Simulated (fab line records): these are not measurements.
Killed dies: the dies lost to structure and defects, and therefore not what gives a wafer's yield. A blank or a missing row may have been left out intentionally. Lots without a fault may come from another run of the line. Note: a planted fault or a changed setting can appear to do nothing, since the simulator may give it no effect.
fab line records    flow sky130
[record] lots = 14  wafers = 42  last_day = 50
route steps=708 shown FIELD_ISO@1 PWDE@52
lots with no fault: from the same line, run without faults
start_h: hours from the record's first day to the start of the lot's first wafer shown    wait_h: hours elapsed since this lot's preceding step    " repeats the value in the row above    L1.1+2: several wafers, shown together as one row    - value missing, or start not given    * or withheld: withheld    < > ~ a bound
route shown NAME@n: a module of which the file shows steps, and the number in the route of the first    usual: the fault-free wafers' mean and standard deviation    same: alike in all rows    chamber/n: place in a boat    sites: the reading at each site    _std_site: how widely they spread, as a standard deviation    _edge_site: mean of outer sites minus mean of inner sites    radius_mm: how far each site lies from the wafer's centre    mask NAME#n: copy n    behind: the most recent tool/chamber to have shaped the wafer    hold: cause of the lot's hold/its duration in hours/its outcome    device: the transistor (n, p or np) that didn't switch    end of line: at the end of the route, the tests of the same wafers    step lacking rows: just its recipe    killed: the dies lost at the first sort to structure and to defects; this is not the yield of the wafer    map: dies across one wafer; x = killed, . = not, _ = none there
set.NAME: the setting that was run; set.NAME@STEP: the one run at that earlier step    model.NAME: the simulator's own value behind a step, which no gauge read
the route's steps for a sample of lots (tables are steps, rows are wafers)
services: when a tool's chamber went out of use (start_h, in hours from the record's first day, below 0 if earlier), for how many hours, and the reason
[[steps]]
[step SKY_FIELD_ISO_BOW_MEAS_00]
[recipe] mode = bow
[usual] INCOMING_BOW = -1/6.8
lot.wafer  tool           chamber  start_h  wait_h  INCOMING_BOW[um]
L897.1     film_metro-02  -        10.00    -       -7
L897.5     "              -        "        "       8
L897.6     "              -        "        "       -1
L899.1     film_metro-01  -        20.02    -       9
L899.2     "              -        "        "       3
L899.6     "              -        "        "       -3
L900.4     film_metro-02  -        25.06    -       -13
L900.5     "              -        "        "       12
L900.6     "              -        "        "       3
L902.1     film_metro-03  -        35.00    -       -8
L902.5     "              -        "        "       1
L902.6     "              -        "        "       12
L904.3     film_metro-02  -        45.04    -       -6
L904.4     "              -        "        "       5
L904.6     "              -        "        "       -8
L907.1     film_metro-03  -        60.00    -       5
L907.5     "              -        "        "       2
L907.6     "              -        "        "       10
L909.2     film_metro-02  -        70.02    -       4
L909.3     "              -        "        "       -5
L909.6     "              -        "        "       8
L913.1     film_metro-02  -        90.00    -       -8
L913.3     "              -        "        "       13
L913.6     "              -        "        "       5
L914.3     film_metro-03  -        95.04    -       2
L914.5     "              -        "        "       -1
L914.6     "              -        "        "       8
L916.1     film_metro-01  -        105.00   -       -7
L916.2     "              -        "        "       -5
L916.4     "              -        "        "       9
L917.1     film_metro-03  -        110.00   -       2
L917.4     "              -        "        "       11
L917.5     "              -        "        "       6
L918.1     film_metro-02  -        115.00   -       3
L918.5     "              -        "        "       -4
L918.6     "              -        "        "       -5
L919.2     film_metro-03  -        120.02   -       0
L919.4     "              -        "        "       -1
L919.5     "              -        "        "       2
L920.3     film_metro-02  -        125.04   -       -5
L920.4     "              -        "        "       -7
L920.5     "              -        "        "       -14
[step SKY_FIELD_ISO_THK_MEAS_02]
[recipe] reads = SiO2_of_FIELD_ISO_OXIDATION_01
[usual] FIELD_ISO_OXIDATION_00_THK = 11.89/0.21
lot.wafer  tool           chamber  start_h  wait_h  FIELD_ISO_OXIDATION_00_THK[nm]
L897.1     film_metro-03  -        13.86    0.0     11.76
L897.5     "              -        "        "       11.63
L897.6     "              -        "        "       11.86
L899.1     film_metro-02  -        22.51    0.0     11.87
L899.2     "              -        "        "       11.96
L899.6     "              -        "        "       11.82
L900.4     film_metro-02  -        26.66    0.0     12.21
L900.5     "              -        "        "       12.00
L900.6     "              -        "        "       11.94
L902.1     film_metro-02  -        39.57    0.0     11.94
L902.5     "              -        "        "       11.65
L902.6     "              -        "        "       11.74
L904.3     film_metro-01  -        52.05    0.0     11.79
L904.4     "              -        "        "       11.76
L904.6     "              -        "        "       11.89
L907.1     film_metro-01  -        62.66    0.0     11.93
L907.5     "              -        "        "       11.99
L907.6     "              -        "        "       11.69
L909.2     film_metro-03  -        72.59    0.0     11.84
L909.3     "              -        "        "       11.88
L909.6     "              -        "        "       11.82
L913.1     film_metro-02  -        91.63    0.0     11.57
L913.3     "              -        "        "       11.50
L913.6     "              -        "        "       11.58
L914.3     film_metro-02  -        97.69    0.0     12.20
L914.5     "              -        "        "       12.09
L914.6     "              -        "        "       11.94
L916.1     film_metro-01  -        109.32   0.0     11.58
L916.2     "              -        "        "       11.62
L916.4     "              -        "        "       11.54
L917.1     film_metro-01  -        112.58   0.0     12.14
L917.4     "              -        "        "       12.42
L917.5     "              -        "        "       12.24
L918.1     film_metro-02  -        117.51   0.0     11.96
L918.5     "              -        "        "       12.11
L918.6     "              -        "        "       11.85
L919.2     film_metro-01  -        124.19   0.0     11.96
L919.4     "              -        "        "       11.98
L919.5     "              -        "        "       11.98
L920.3     film_metro-02  -        127.50   0.0     11.74
L920.4     "              -        "        "       11.65
L920.5     "              -        "        "       11.65
[step SKY_FIELD_ISO_ETCH_14]
[recipe] chemistry = N2/H2  target = BARC  ion_energy_ev = 200  source_w = 500  bias_w = 100  pressure_mtorr = 30  n2_flow_sccm = 100  h2_flow_sccm = 200  stop_on = SiO2  time_s = 45.9  target_depth_a = 600
[usual] drypump_motor_current_A = 5.9/0.44  h2_flow_sccm = 199.9/0.61  oes_product_au = 0.854/0.0048  rf_fwd_power_W = 495.0/2.2  run_length_s = 74.1/0.39  throttle_valve_pct = 13.225/0.0088
lot.wafer  tool         chamber  start_h  wait_h  drypump_motor_current_A  h2_flow_sccm  oes_product_au  rf_fwd_power_W  rf_hours_counter_h  run_length_s  throttle_valve_pct
L897.1     rie_diel-04  0        32.05    0.1     5.9                      200.6         0.849           495.0           34                  74.2          13.246
L897.5     "            0        "        "       5.9                      200.3         0.845           495.4           -                   73.8          13.222
L897.6     "            1        "        "       6.1                      200.3         0.854           492.0           -                   73.9          13.239
L899.1     rie_diel-01  1        40.04    0.1     6.7                      200.4         0.861           495.8           17                  74.3          13.214
L899.2     "            0        "        "       5.8                      200.7         0.854           492.7           136                 74.3          13.230
L899.6     "            2        "        "       6.1                      199.8         0.851           495.1           -                   74.9          13.228
L900.4     rie_diel-02  2        44.19    0.0     6.3                      199.9         0.861           496.8           44                  73.8          13.238
L900.5     "            1        "        "       6.5                      200.8         0.860           491.9           -                   74.1          13.229
L900.6     "            2        "        "       6.3                      200.3         0.861           496.8           -                   73.7          13.217
L902.1     rie_diel-02  3        56.96    0.1     5.2                      200.1         1.010           -               69                  52.0          13.250
L902.5     "            3        "        "       5.2                      199.4         0.997           -               -                   52.2          13.224
L902.6     "            0        "        "       5.8                      200.4         0.996           -               -                   52.9          13.243
L904.3     rie_diel-02  2        70.09    0.1     6.3                      199.9         1.001           -               44                  52.1          13.250
L904.4     "            0        "        "       5.8                      200.2         0.990           -               108                 53.0          13.240
L904.6     "            3        "        "       5.2                      198.7         1.006           -               -                   52.4          13.240
L907.1     rie_diel-01  2        80.69    0.1     6.1                      199.7         0.852           494.8           17                  74.7          13.230
L907.5     "            1        "        "       6.6                      199.2         0.845           498.1           -                   74.5          13.224
L907.6     "            0        "        "       5.8                      200.0         0.848           494.5           -                   73.7          13.207
L909.2     rie_diel-01  1        92.76    0.1     6.7                      200.9         0.861           496.6           19                  74.3          13.217
L909.3     "            3        "        "       5.2                      199.9         0.851           492.1           154                 74.7          13.209
L909.6     "            2        "        "       6.1                      200.3         0.849           495.7           -                   74.3          13.228
L913.1     rie_diel-01  2        112.20   0.1     6.1                      200.3         0.860           502.6           17                  74.4          13.213
L913.3     "            0        "        "       5.8                      199.2         0.853           491.3           138                 74.3          13.223
L913.6     "            3        "        "       5.2                      199.8         0.859           496.0           -                   74.2          13.227
L914.3     rie_diel-01  2        116.81   0.1     6.1                      199.4         0.851           497.4           18                  74.9          13.231
L914.5     "            2        "        "       6.1                      198.9         0.853           495.6           -                   74.9          13.236
L914.6     "            3        "        "       5.1                      199.8         0.856           495.2           -                   74.3          13.227
L916.1     rie_diel-02  1        129.61   0.1     6.5                      199.2         0.857           494.9           56                  74.0          13.225
L916.2     "            2        "        "       6.2                      200.5         0.850           496.6           46                  73.8          13.223
L916.4     "            0        "        "       5.8                      200.7         0.855           494.4           109                 74.7          13.208
L917.1     rie_diel-04  2        134.04   0.1     5.3                      198.2         0.858           493.0           156                 74.4          13.217
L917.4     "            0        "        "       5.9                      199.2         0.850           494.4           36                  73.9          13.234
L917.5     "            0        "        "       5.9                      199.8         0.846           495.1           -                   74.2          13.228
L918.1     rie_diel-04  1        137.74   0.1     6.1                      199.8         0.856           494.4           66                  74.0          13.218
L918.5     "            1        "        "       6.1                      199.7         0.851           492.6           -                   74.0          13.213
L918.6     "            0        "        "       5.9                      200.6         0.855           494.7           -                   73.9          13.221
L919.2     rie_diel-04  0        144.76   0.1     5.9                      200.2         0.855           494.1           36                  74.5          13.213
L919.4     "            0        "        "       5.9                      200.2         0.854           496.2           -                   73.8          13.218
L919.5     "            3        "        "       6.0                      199.9         0.849           495.7           -                   73.6          13.236
L920.3     rie_diel-04  3        149.99   0.1     6.0                      199.6         0.853           493.5           152                 73.4          13.236
L920.4     "            1        "        "       6.0                      200.3         0.859           493.5           -                   74.0          13.225
L920.5     "            0        "        "       5.9                      199.3         0.854           493.7           -                   74.3          13.230
[step SKY_FIELD_ISO_ETCH_15]
[recipe] chemistry = CHF3/O2  target_depth_nm = 180  stop_on = Si  source_w = 600  bias_w = 200  pressure_mtorr = 40  chf3_flow_sccm = 50  O2_flow_sccm = 5  time_s = 72
[usual] drypump_motor_current_A = 5.9/0.44  oes_product_au = 0.946/0.0065  rf_fwd_power_W = 595.6/2.1  run_length_s = 100.2/0.42  throttle_valve_pct = 8.844/0.0095
lot.wafer  tool         chamber  start_h  wait_h  drypump_motor_current_A  oes_product_au  rf_fwd_power_W  rf_hours_counter_h  run_length_s  throttle_valve_pct
L897.1     rie_diel-04  0        32.09    0.0     5.9                      0.939           594.5           34                  100.3         8.847
L897.5     "            0        "        "       5.9                      0.938           594.4           -                   100.1         8.830
L897.6     "            1        "        "       6.1                      0.953           595.7           -                   100.7         8.845
L899.1     rie_diel-01  1        40.08    0.0     6.7                      0.950           599.3           17                  100.3         8.829
L899.2     "            0        "        "       5.8                      0.952           594.8           136                 100.5         8.845
L899.6     "            2        "        "       6.0                      0.952           592.2           -                   100.7         8.828
L900.4     rie_diel-02  2        44.23    0.0     6.2                      0.950           595.5           44                  99.8          8.841
L900.5     "            1        "        "       6.4                      0.938           595.5           -                   99.6          8.832
L900.6     "            2        "        "       6.3                      0.943           598.3           -                   99.6          8.834
L902.1     rie_diel-02  3        57.00    0.0     5.2                      0.368           597.5           69                  100.0         8.668
L902.5     "            3        "        "       5.2                      0.382           597.6           -                   99.8          8.670
L902.6     "            0        "        "       5.8                      0.374           594.0           -                   100.5         8.669
L904.3     rie_diel-02  2        70.13    0.0     6.3                      0.371           600.0           45                  99.7          8.675
L904.4     "            0        "        "       5.8                      0.379           594.6           108                 100.5         8.663
L904.6     "            3        "        "       5.2                      0.379           593.4           -                   99.9          8.680
L907.1     rie_diel-01  2        80.73    0.0     6.1                      0.932           596.0           17                  100.4         8.824
L907.5     "            1        "        "       6.7                      0.944           597.9           -                   100.5         8.830
L907.6     "            0        "        "       5.8                      0.934           597.1           -                   100.7         8.846
L909.2     rie_diel-01  1        92.80    0.0     6.6                      0.953           596.4           19                  100.7         8.844
L909.3     "            3        "        "       5.2                      0.947           595.5           154                 100.6         8.844
L909.6     "            2        "        "       6.1                      0.944           597.3           -                   100.6         8.843
L913.1     rie_diel-01  2        112.24   0.0     6.1                      0.946           597.1           17                  100.4         8.833
L913.3     "            0        "        "       5.8                      0.952           592.1           138                 99.9          8.824
L913.6     "            3        "        "       5.2                      0.931           596.9           -                   100.5         8.847
L914.3     rie_diel-01  2        116.85   0.0     6.1                      0.951           597.7           18                  100.8         8.837
L914.5     "            2        "        "       6.1                      0.940           597.7           -                   100.6         8.831
L914.6     "            3        "        "       5.2                      0.948           594.2           -                   100.2         8.832
L916.1     rie_diel-02  1        129.65   0.0     6.5                      0.943           596.9           56                  99.6          8.829
L916.2     "            2        "        "       6.2                      0.955           596.7           46                  99.7          8.839
L916.4     "            0        "        "       5.8                      0.947           592.8           109                 100.7         8.841
L917.1     rie_diel-04  2        134.08   0.0     5.4                      0.948           594.1           156                 100.6         8.845
L917.4     "            0        "        "       5.9                      0.952           595.6           36                  100.0         8.846
L917.5     "            0        "        "       5.9                      0.950           595.7           -                   100.3         8.856
L918.1     rie_diel-04  1        137.78   0.0     6.1                      0.930           593.6           66                  100.2         8.863
L918.5     "            1        "        "       6.1                      0.947           594.2           -                   100.0         8.851
L918.6     "            0        "        "       5.9                      0.941           595.5           -                   100.6         8.832
L919.2     rie_diel-04  0        144.80   0.0     5.9                      0.943           593.3           36                  99.9          8.843
L919.4     "            0        "        "       5.9                      0.941           595.0           -                   100.1         8.851
L919.5     "            3        "        "       6.0                      0.949           599.6           -                   99.3          8.850
L920.3     rie_diel-04  3        150.03   0.0     6.0                      0.958           594.5           152                 99.6          8.854
L920.4     "            1        "        "       6.1                      0.958           592.5           -                   100.7         8.861
L920.5     "            0        "        "       5.9                      0.959           592.9           -                   100.1         8.847
[step SKY_FIELD_ISO_STRIP_16]
[recipe] chemistry = O2/N2  power_w = 1400  pressure_mtorr = 1500  platen_temp_c = withheld  o2_flow_sccm = 3000  n2_flow_sccm = 300  overash_fraction = 0.5
[usual] drypump_motor_current_A = 5.5/0.49  oes_product_au = 0.380/0.0045  strip_time_to_endpoint_s = 3.585/0.027
lot.wafer  tool             chamber  start_h  wait_h  drypump_motor_current_A  oes_product_au  rf_hours_counter_h  strip_time_to_endpoint_s
L897.1     plasma_asher-02  1        32.15    0.0     4.7                      0.375           22                  3.531
L897.5     "                1        "        "       4.7                      0.372           -                   3.542
L897.6     "                0        "        "       5.5                      0.379           -                   3.578
L899.1     plasma_asher-02  0        40.14    0.0     5.4                      0.380           23                  3.604
L899.2     "                1        "        "       4.8                      0.385           23                  3.545
L899.6     "                0        "        "       5.4                      0.383           -                   3.575
L900.4     plasma_asher-01  1        44.32    0.1     6.1                      0.374           -                   3.597
L900.5     "                0        "        "       6.3                      0.382           -                   3.567
L900.6     "                1        "        "       6.1                      0.387           -                   3.577
L902.1     plasma_asher-02  0        57.06    0.0     5.5                      0.387           25                  3.799
L902.5     "                0        "        "       5.4                      0.386           -                   3.801
L902.6     "                1        "        "       4.8                      0.395           -                   3.813
L904.3     plasma_asher-02  0        70.22    0.1     5.4                      0.388           -                   3.785
L904.4     "                1        "        "       4.8                      0.383           -                   3.784
L904.6     "                1        "        "       4.8                      0.391           -                   3.754
L907.1     plasma_asher-02  0        80.79    0.0     5.5                      0.379           27                  3.581
L907.5     "                1        "        "       4.7                      0.379           -                   3.569
L907.6     "                0        "        "       5.5                      0.377           -                   3.582
L909.2     plasma_asher-04  0        92.86    0.0     5.4                      0.381           40                  3.624
L909.3     "                1        "        "       5.8                      0.381           -                   3.629
L909.6     "                0        "        "       5.4                      0.380           -                   3.631
L913.1     plasma_asher-01  1        112.30   0.0     6.1                      0.382           42                  3.578
L913.3     "                1        "        "       6.1                      0.380           -                   3.598
L913.6     "                0        "        "       6.3                      0.381           -                   3.620
L914.3     plasma_asher-04  1        116.94   0.1     5.8                      0.382           -                   3.576
L914.5     "                1        "        "       5.8                      0.381           -                   3.594
L914.6     "                0        "        "       5.4                      0.385           -                   3.631
L916.1     plasma_asher-04  0        129.70   0.0     5.4                      0.374           43                  3.600
L916.2     "                1        "        "       5.8                      0.380           43                  3.621
L916.4     "                1        "        "       5.8                      0.374           -                   3.645
L917.1     plasma_asher-02  1        134.14   0.0     4.8                      0.376           33                  3.552
L917.4     "                1        "        "       4.8                      0.379           -                   3.564
L917.5     "                0        "        "       5.5                      0.385           -                   3.563
L918.1     plasma_asher-02  1        137.84   0.0     4.7                      0.384           33                  3.613
L918.5     "                1        "        "       4.7                      0.376           -                   3.619
L918.6     "                0        "        "       5.5                      0.381           -                   3.566
L919.2     plasma_asher-04  0        144.85   0.0     5.4                      0.380           45                  3.538
L919.4     "                0        "        "       5.4                      0.380           -                   3.570
L919.5     "                1        "        "       5.8                      0.374           -                   3.601
L920.3     plasma_asher-02  0        150.12   0.1     5.5                      0.383           -                   3.588
L920.4     "                1        "        "       4.7                      0.385           -                   3.592
L920.5     "                1        "        "       4.8                      0.378           -                   3.527
[step SKY_PWDE_OVL_MEAS_07]
[usual] PWDE_OVL = 0.5/1.3
lot.wafer  tool        chamber  start_h  wait_h  PWDE_OVL[nm]
L897.1     overlay-02  -        75.44    -       -0.2
L897.5     "           -        "        "       -0.9
L897.6     "           -        "        "       1.2
L900.4     overlay-01  -        90.75    -       0.0
L900.5     "           -        "        "       1.3
L900.6     "           -        "        "       2.0
L899.1     overlay-02  -        91.42    -       -0.1
L899.2     "           -        "        "       -1.1
L899.6     "           -        "        "       0.9
L907.1     overlay-01  -        122.79   -       1.1
L907.5     "           -        "        "       0.2
L907.6     "           -        "        "       -0.5
L909.2     overlay-02  -        134.94   -       0.4
L909.3     "           -        "        "       0.1
L909.6     "           -        "        "       1.0
L913.1     overlay-02  -        162.04   -       -0.1
L913.3     "           -        "        "       1.5
L913.6     "           -        "        "       0.9
L914.3     overlay-01  -        169.18   -       -0.2
L914.5     "           -        "        "       1.4
L914.6     "           -        "        "       -1.3
L916.1     overlay-02  -        177.53   -       2.9
L916.2     "           -        "        "       1.3
L916.4     "           -        "        "       0.6
L917.1     overlay-02  -        183.58   -       -1.3
L917.4     "           -        "        "       -1.1
L917.5     "           -        "        "       -2.3
L918.1     overlay-01  -        186.37   -       1.0
L918.5     "           -        "        "       1.4
L918.6     "           -        "        "       2.3
L919.2     overlay-01  -        192.19   -       2.5
L919.4     "           -        "        "       2.7
L919.5     "           -        "        "       2.5
L920.3     overlay-01  -        197.05   -       -0.4
L920.4     "           -        "        "       -0.4
L920.5     "           -        "        "       0.3
[[services]]
tool             chamber  start_h  hours  kind
rie_diel-02      2        19.47    2.8    repair
rie_diel-04      -        20.01    0.1    repair
plasma_asher-04  -        106.32   2.9    repair
rie_diel-04      1        130.91   2.2    repair
rie_diel-01      -        132.18   14.6   repair
rie_diel-04      2        139.07   -      clean
rie_diel-04      2        139.07   17.9   scheduled_down
rie_diel-04      2        139.07   17.9   vent_cycle
rie_diel-01      0        144.41   1.8    repair
rie_diel-01      3        149.75   -      clean
rie_diel-01      3        149.75   10.2   scheduled_down
rie_diel-01      3        149.75   10.2   vent_cycle
[[key]]
[first_sign] step = SKY_FIELD_ISO_ETCH_14  reading = run_length_s  direction = down  sigmas = 56  usual = *  struck = *
[effect] step = SKY_FIELD_ISO_ETCH_14  reading = oes_product_au  direction = up  sigmas = 30  usual = 0.854  struck = 1.000
[effect] step = SKY_FIELD_ISO_ETCH_15  reading = oes_product_au  direction = down  sigmas = 88  usual = 0.946  struck = 0.376
[effect] step = SKY_FIELD_ISO_STRIP_16  reading = strip_time_to_endpoint_s  direction = up  sigmas = 7.6  usual = *  struck = *
met_at SKY_FIELD_ISO_ETCH_14
struck_lots L902,L904
rows_end L904.3,L904.4,L904.6
later_rows_left_out L902.1,L902.5,L902.6
sort_left_out L902.1,L902.5,L902.6
tester_left_out L902
not_acting_at SKY_FIELD_ISO_BOW_MEAS_00,SKY_FIELD_ISO_THK_MEAS_02,SKY_PWDE_OVL_MEAS_07
onset_between 44.19 56.96
[fault] kind = process_parameter_drift  tool = rie_diel-02  chamber = -  onset_h = 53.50  steps = SKY_FIELD_ISO_ETCH_14  channel = time_s  offset = *  shape = step  end_h = 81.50  acts_in = *  stated = *
// tester_left_out: of these lots the tester's yield and bins aren't shown, on N5 and GAA mostly nor the transistor test; their killed dies are dies lost to structure and defects alone, not to doping, threshold or leakage, so they don't give the yield
// sort_left_out: the simulated sort isn't trusted on such a fault, so these wafers' sort isn't shown, and their yield isn't known
// later_rows_left_out: the simulator's readings of these wafers behind a module that went badly wrong aren't trusted and aren't shown, but for the sort
// rows_end: these wafers met a further fault down the route, and their rows from its step on are left out
